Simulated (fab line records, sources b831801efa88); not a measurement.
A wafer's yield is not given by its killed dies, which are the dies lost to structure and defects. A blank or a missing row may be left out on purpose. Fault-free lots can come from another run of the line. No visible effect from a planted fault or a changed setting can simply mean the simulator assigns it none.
Check for tools in common | flow sky130 | 39 wafers sampled across 10 lots

WHY THIS WAS OPENED
SKY_SD_N_RS_MEAS_16, reading SD_N_RS: flagged on 3 of 10 lots. Wafers without a fault read 68.44 ohm/sq, standard deviation 0.12.
Rule: a lot is flagged in two cases, either no wafer of it has a number, or all its wafers with numbers fall more than 4 standard deviations from that mean. All remaining lots are regarded as sound.

lot  | measured     | on            | SD_N_RS (ohm/sq), wafer by wafer    | flag
L989 | day 27 21:13 | film-metro-02 | 68.24 68.33 68.37                   |
L990 | day 28 00:25 | film-metro-04 | 68.35 68.32 68.33                   |
L991 | day 28 18:10 | film-metro-01 | 68.71 68.57 68.75                   |
L994 | day 29 23:36 | film-metro-04 | 68.42 68.53 68.33                   |
L102 | day 32 17:34 | film-metro-01 | 68.55 68.59 68.46                   |
L103 | day 33 09:16 | film-metro-01 | 68.57 68.46 68.58                   |
L105 | day 33 13:37 | film-metro-04 | 83.59 83.55 83.39 83.71 83.39 83.75 | FLAGGED
L106 | day 33 18:07 | film-metro-04 | 83.38 83.26 82.61 83.39 83.20 82.63 | FLAGGED
L108 | day 34 08:56 | film-metro-04 | 83.20 83.14 82.94 82.96 82.98 82.99 | FLAGGED
L110 | day 34 20:26 | film-metro-04 | 68.52 68.53 68.42                   |
Averaged over the flagged lots the numbers come to 83.23 ohm/sq, +14.79 ohm/sq from the usual (+99 or more standard deviations).

WHICH TOOL EACH LOT WENT THROUGH
5 process steps preceding the reading are held in the record, out of 708 steps in the route. Every cell lists first the tool, next ch and the chambers used by the sampled wafers, and last the start.
lot  | flag    | SKY_LDD_LDN_STRIP_12                 | SKY_SPACER_ETCHBACK_02             | SKY_RES_XHIGH_STRIP_08               | SKY_SD_N_IMPLANT_09             | SKY_SD_N_STRIP_11
L989 |         | plasma-asher-01 ch 0, day 22 21:55   | rie-diel-03 ch 2,3, day 22 23:23   | plasma-asher-04 ch 1, day 26 15:45   | implanter-01 ch 0, day 27 20:31 | plasma-asher-03 ch 0,1, day 27 20:49
L990 |         | plasma-asher-02 ch 0,1, day 22 23:39 | rie-diel-04 ch 0,1,2, day 23 01:44 | plasma-asher-01 ch 0,1, day 26 18:31 | implanter-01 ch 0, day 27 23:44 | plasma-asher-03 ch 0,1, day 28 00:02
L991 |         | plasma-asher-01 ch 0,1, day 23 14:54 | rie-diel-03 ch 0,2,3, day 23 21:03 | plasma-asher-01 ch 0,1, day 27 13:26 | implanter-01 ch 0, day 28 17:29 | plasma-asher-01 ch 0,1, day 28 17:47
L994 |         | plasma-asher-02 ch 0,1, day 25 01:47 | rie-diel-01 ch 1,3, day 25 03:15   | plasma-asher-02 ch 0,1, day 28 18:57 | implanter-04 ch 0, day 29 22:55 | plasma-asher-03 ch 0,1, day 29 23:13
L102 |         | plasma-asher-03 ch 0,1, day 27 22:26 | rie-diel-03 ch 0,1, day 28 00:31   | plasma-asher-04 ch 0, day 31 13:30   | implanter-01 ch 0, day 32 16:53 | plasma-asher-03 ch 0, day 32 17:11
L103 |         | plasma-asher-02 ch 0,1, day 28 13:44 | rie-diel-01 ch 0,2,3, day 28 15:13 | plasma-asher-02 ch 0,1, day 32 04:58 | implanter-03 ch 0, day 33 08:35 | plasma-asher-01 ch 0,1, day 33 08:53
L105 | FLAGGED | plasma-asher-01 ch 0,1, day 28 22:26 | rie-diel-03 ch 0,2,3, day 28 23:55 | plasma-asher-04 ch 0,1, day 32 10:27 | implanter-01 ch 0, day 33 12:56 | plasma-asher-01 ch 0,1, day 33 13:14
L106 | FLAGGED | plasma-asher-02 ch 0,1, day 29 01:34 | rie-diel-03 ch 0,3, day 29 03:01   | plasma-asher-04 ch 0,1, day 32 15:08 | implanter-01 ch 0, day 33 17:26 | plasma-asher-02 ch 0,1, day 33 17:43
L108 | FLAGGED | plasma-asher-02 ch 0,1, day 29 15:16 | rie-diel-01 ch 0,1, day 29 17:58   | plasma-asher-04 ch 0,1, day 33 05:50 | implanter-01 ch 0, day 34 08:16 | plasma-asher-01 ch 0,1, day 34 08:32
L110 |         | plasma-asher-02 ch 0,1, day 30 05:33 | rie-diel-03 ch 1,2,3, day 30 07:02 | plasma-asher-02 ch 0,1, day 33 16:50 | implanter-04 ch 0, day 34 19:45 | plasma-asher-03 ch 0,1, day 34 20:01
What the steps here do:
- SKY_LDD_LDN_STRIP_12: strips in O2/N2.
- SKY_SPACER_ETCHBACK_02: etches Si3N4 in CH3F/O2, stops on SiO2, time 46.7 s, target depth 45 nm.
- SKY_RES_XHIGH_STRIP_08: strips in O2/N2.
- SKY_SD_N_IMPLANT_09
- SKY_SD_N_STRIP_11: strips in O2/N2.
- SKY_SD_N_RS_MEAS_16: measures by four-point-probe.

FLAGGED OVER TOTAL, TOOL BY TOOL (the gauges that took the reading come last)
step                   | tool            | lots run | flagged | share of the flagged lots | sound lots run after its first flagged lot
SKY_LDD_LDN_STRIP_12   | plasma-asher-01 | 3        | 1       | some                      | 0
SKY_LDD_LDN_STRIP_12   | plasma-asher-02 | 6        | 2       | some                      | 1 (L110)
SKY_LDD_LDN_STRIP_12   | plasma-asher-03 | 1        | 0       | none                      | -
SKY_SPACER_ETCHBACK_02 | rie-diel-01     | 3        | 1       | some                      | 0
SKY_SPACER_ETCHBACK_02 | rie-diel-03     | 6        | 2       | some                      | 1 (L110)
SKY_SPACER_ETCHBACK_02 | rie-diel-04     | 1        | 0       | none                      | -
SKY_RES_XHIGH_STRIP_08 | plasma-asher-01 | 2        | 0       | none                      | -
SKY_RES_XHIGH_STRIP_08 | plasma-asher-02 | 3        | 0       | none                      | -
SKY_RES_XHIGH_STRIP_08 | plasma-asher-04 | 5        | 3       | all                       | 0
SKY_SD_N_IMPLANT_09    | implanter-01    | 7        | 3       | all                       | 0
SKY_SD_N_IMPLANT_09    | implanter-03    | 1        | 0       | none                      | -
SKY_SD_N_IMPLANT_09    | implanter-04    | 2        | 0       | none                      | -
SKY_SD_N_STRIP_11      | plasma-asher-01 | 4        | 2       | some                      | 0
SKY_SD_N_STRIP_11      | plasma-asher-02 | 1        | 1       | some                      | 0
SKY_SD_N_STRIP_11      | plasma-asher-03 | 5        | 0       | none                      | -
SKY_SD_N_RS_MEAS_16    | film-metro-01   | 3        | 0       | none                      | -
SKY_SD_N_RS_MEAS_16    | film-metro-02   | 1        | 0       | none                      | -
SKY_SD_N_RS_MEAS_16    | film-metro-04   | 6        | 3       | all                       | 1 (L110)

WHAT THE TABLE ALLOWS
Every flagged lot was run by 3 rows of the table: plasma-asher-04 at SKY_RES_XHIGH_STRIP_08, implanter-01 at SKY_SD_N_IMPLANT_09 and film-metro-04 at SKY_SD_N_RS_MEAS_16.
- plasma-asher-04 at SKY_RES_XHIGH_STRIP_08 ran 5 lots, 3 of them flagged. A fault beginning between L102 (day 31 13:30), its last sound lot, and L105 (day 32 10:27), its first flagged one, fits the data.
- implanter-01 at SKY_SD_N_IMPLANT_09 ran 7 lots, 3 of them flagged. A fault beginning between L102 (day 32 16:53), its last sound lot, and L105 (day 33 12:56), its first flagged one, fits the data. Its own readings (beam-on-s, dose-ions-cm2, faraday-current-uA) fall more than 4 standard deviations out on all wafers of the flagged lots.
- film-metro-04 at SKY_SD_N_RS_MEAS_16 ran 6 lots, 3 of them flagged. Lots that were sound ran on it after the first flagged one (L110); a persistent fault on the entire tool would not allow that.
Because each of these 2 tools fits a fault that began at some hour, counting lots does not separate them. More lots, or a look at what each step does to the wafer, might.

WHAT THE SIMULATOR HAD INSERTED
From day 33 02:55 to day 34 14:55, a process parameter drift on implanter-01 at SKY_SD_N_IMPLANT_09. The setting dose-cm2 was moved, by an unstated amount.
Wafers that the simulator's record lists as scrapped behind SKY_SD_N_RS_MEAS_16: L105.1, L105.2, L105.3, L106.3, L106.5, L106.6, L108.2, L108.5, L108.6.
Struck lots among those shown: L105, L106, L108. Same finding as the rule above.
